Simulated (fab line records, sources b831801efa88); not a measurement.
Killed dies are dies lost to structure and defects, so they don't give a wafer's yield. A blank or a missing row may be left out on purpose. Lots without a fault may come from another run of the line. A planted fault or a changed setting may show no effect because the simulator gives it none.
Which tool did it? | flow sky130 | 14 lots, 42 wafers sampled, at 5 steps of a route of 708

WHAT THE GAUGES READ, wafer by wafer
SKY_LDD_LDN_TW_MEAS_13.
lot  | measured     | on            | LDD_LDN_TW
L830 | day 23 08:23 | film_metro-03 | 1490 1481 1485
L829 | day 23 10:51 | film_metro-03 | 1487 1493 1484
L831 | day 23 15:32 | film_metro-01 | 1470 1471 1469
L833 | day 24 00:18 | film_metro-03 | 1481 1483 1486
L834 | day 24 13:38 | film_metro-03 | 1490 1492 1479
L835 | day 25 02:47 | film_metro-01 | 1350 1344 1352
L836 | day 25 16:38 | film_metro-01 | 1350 1347 1345
L838 | day 26 20:38 | film_metro-01 | 1471 1486 1480
L841 | day 27 11:14 | film_metro-01 | 1482 1482 1475
L845 | day 28 16:44 | film_metro-04 | 1487 1483 1486
L846 | day 29 00:07 | film_metro-01 | 1463 1477 1476
L848 | day 29 19:28 | film_metro-03 | 1494 1484 1488
L849 | day 29 21:32 | film_metro-03 | 1482 1489 1485
L850 | day 30 00:41 | film_metro-03 | 1478 1487 1495

SKY_SPACER_THK_MEAS_01.
lot  | measured     | on            | SPACER_CVD_00_THK (nm)
L830 | day 23 10:06 | film_metro-04 | 42.4 42.1 42.4
L829 | day 23 12:22 | film_metro-01 | 42.6 42.8 42.8
L831 | day 23 18:32 | film_metro-02 | 43.1 42.7 42.6
L833 | day 24 02:13 | film_metro-01 | 42.8 43.0 42.8
L834 | day 24 16:16 | film_metro-01 | 42.9 42.8 42.7
L838 | day 27 00:25 | film_metro-02 | 42.8 42.9 42.5
L841 | day 27 12:50 | film_metro-01 | 43.2 43.5 43.2
L845 | day 28 19:54 | film_metro-02 | 43.2 43.4 43.1
L846 | day 29 02:37 | film_metro-04 | 43.1 42.7 42.7
L848 | day 29 20:47 | film_metro-04 | 42.3 42.8 42.9
L849 | day 29 23:01 | film_metro-04 | 42.5 42.6 43.0
L850 | day 30 01:59 | film_metro-04 | 42.9 43.2 42.9

SKY_POLY_CUT_CD_MEAS_08: target cd 270 nm.
lot  | measured     | on        | cd_nm (nm)
L830 | day 24 16:41 | cd_sem-01 | 267.6 269.4 267.4
L829 | day 24 19:25 | cd_sem-01 | 269.9 270.5 272.0
L831 | day 25 01:26 | cd_sem-02 | 271.3 272.0 270.4
L833 | day 25 08:35 | cd_sem-02 | 269.5 268.4 269.4
L834 | day 25 22:02 | cd_sem-02 | 269.9 269.0 270.3
L838 | day 28 06:32 | cd_sem-02 | 270.6 270.3 269.9
L841 | day 28 18:22 | cd_sem-01 | 270.4 270.6 271.3
L845 | day 30 01:00 | cd_sem-02 | 273.4 271.5 272.8
L846 | day 30 06:57 | cd_sem-01 | 270.3 270.1 269.6
L848 | day 31 00:57 | cd_sem-01 | 269.5 268.4 267.9
L849 | day 31 02:40 | cd_sem-01 | 269.3 269.1 268.8
L850 | day 31 06:53 | cd_sem-02 | 269.8 270.7 268.7

SKY_POLY_CUT_OVL_MEAS_09.
lot  | measured     | on         | POLY_CUT_OVL (nm)
L830 | day 24 16:48 | overlay-02 | 1 -5 -2
L829 | day 24 19:31 | overlay-02 | -3 6 -8
L831 | day 25 01:33 | overlay-01 | 3 -4 8
L833 | day 25 08:41 | overlay-01 | 0 0 -5
L834 | day 25 22:09 | overlay-02 | -2 -3 6
L838 | day 28 06:39 | overlay-01 | 4 5 -7
L841 | day 28 18:29 | overlay-01 | -6 -7 -4
L845 | day 30 01:07 | overlay-01 | 5 3 -3
L846 | day 30 07:04 | overlay-02 | 4 3 -2
L848 | day 31 01:03 | overlay-01 | -4 1 -2
L849 | day 31 02:47 | overlay-02 | 1 -4 4
L850 | day 31 06:59 | overlay-02 | -3 -6 -1

WHICH TOOL RAN EACH LOT (tool, then ch and the chambers of the sampled wafers, then the start)
lot  | SKY_LDD_LDN_IMPLANT_08
L830 | implanter-03 ch 0, day 23 07:41
L829 | implanter-02 ch 0, day 23 10:11
L831 | implanter-03 ch 0, day 23 14:50
L833 | implanter-02 ch 0, day 23 23:38
L834 | implanter-03 ch 0, day 24 12:56
L835 | implanter-03, day 25 02:05
L836 | implanter-02, day 25 15:56
L838 | implanter-01 ch 0, day 26 19:56
L841 | implanter-01 ch 0, day 27 10:32
L845 | implanter-01 ch 0, day 28 16:02
L846 | implanter-02 ch 0, day 28 23:25
L848 | implanter-02 ch 0, day 29 18:47
L849 | implanter-02 ch 0, day 29 20:51
L850 | implanter-02 ch 0, day 29 23:59
- SKY_LDD_LDN_IMPLANT_08

WHAT THE TOOLS THEMSELVES READ (means of the sampled wafers that have a number; where no wafer has one, the mark that the record gives instead)
SKY_LDD_LDN_IMPLANT_08.
lot  | tool         | beam_energy_keV | beam_on_s (s) | end_station_pressure_torr (Torr) | faraday_current_uA
L830 | implanter-03 | 15.006          | 10.05         | 5.07e-06                         | 69.9
L829 | implanter-02 | 14.997          | 10.04         | 5.10e-06                         | 70.5
L831 | implanter-03 | 14.993          | 9.90          | 4.66e-06                         | 71.3
L833 | implanter-02 | 14.999          | 10.02         | 5.03e-06                         | 70.1
L834 | implanter-03 | 14.997          | 9.96          | 5.37e-06                         | 70.6
L835 | implanter-03 | -               | -             | -                                | -
L836 | implanter-02 | -               | -             | -                                | -
L838 | implanter-01 | 15.001          | 10.03         | 5.07e-06                         | 70.1
L841 | implanter-01 | 15.002          | 9.92          | 5.16e-06                         | 70.9
L845 | implanter-01 | 15.003          | 9.67          | 5.23e-06                         | 72.8
L846 | implanter-02 | 14.999          | 10.08         | 5.26e-06                         | 70.2
L848 | implanter-02 | 14.999          | 9.93          | 5.27e-06                         | 71.0
L849 | implanter-02 | 15.000          | 10.06         | 5.15e-06                         | 70.2
L850 | implanter-02 | 15.003          | 9.99          | 5.35e-06                         | 70.5

THE ANSWER, worked out from the rows above alone
Rule: what is usual is taken from the lots themselves. Put in order of their means at a reading, lots are off if they are a third of the lots or fewer, leave a main group of 4 or more, and stand apart from it by a gap of 3 or more times the standard deviation of the main group's means; of several such gaps the widest counts. A main group whose means are all the same, to the digits that the tables above print for the reading, isn't used. A lot without any number at a reading at which 4 lots or more have one is off too. The other lots that the step has rows for count as sound. The gauges are gone through in route order, then the tools' own readings, and for those a lot's mean is taken as printed above. The first step at which some lot is off is used, and at that step the reading that is off furthest; a lot without a number counts as furthest.
Off: L835, L836, at SKY_LDD_LDN_TW_MEAS_13 (LDD_LDN_TW). The main group: mean 1483, standard deviation 5.9.
A tool fits if, at a process step before that reading, it ran every lot that is off, and no sound lot after the first of them. The gauges at SKY_LDD_LDN_TW_MEAS_13 aren't tried: what is off there is off at SKY_LDD_LDN_IMPLANT_08 too, on other tools, and a gauge's error can't cause that. None of those tried fits.

WHAT THE SIMULATOR HAD PUT IN
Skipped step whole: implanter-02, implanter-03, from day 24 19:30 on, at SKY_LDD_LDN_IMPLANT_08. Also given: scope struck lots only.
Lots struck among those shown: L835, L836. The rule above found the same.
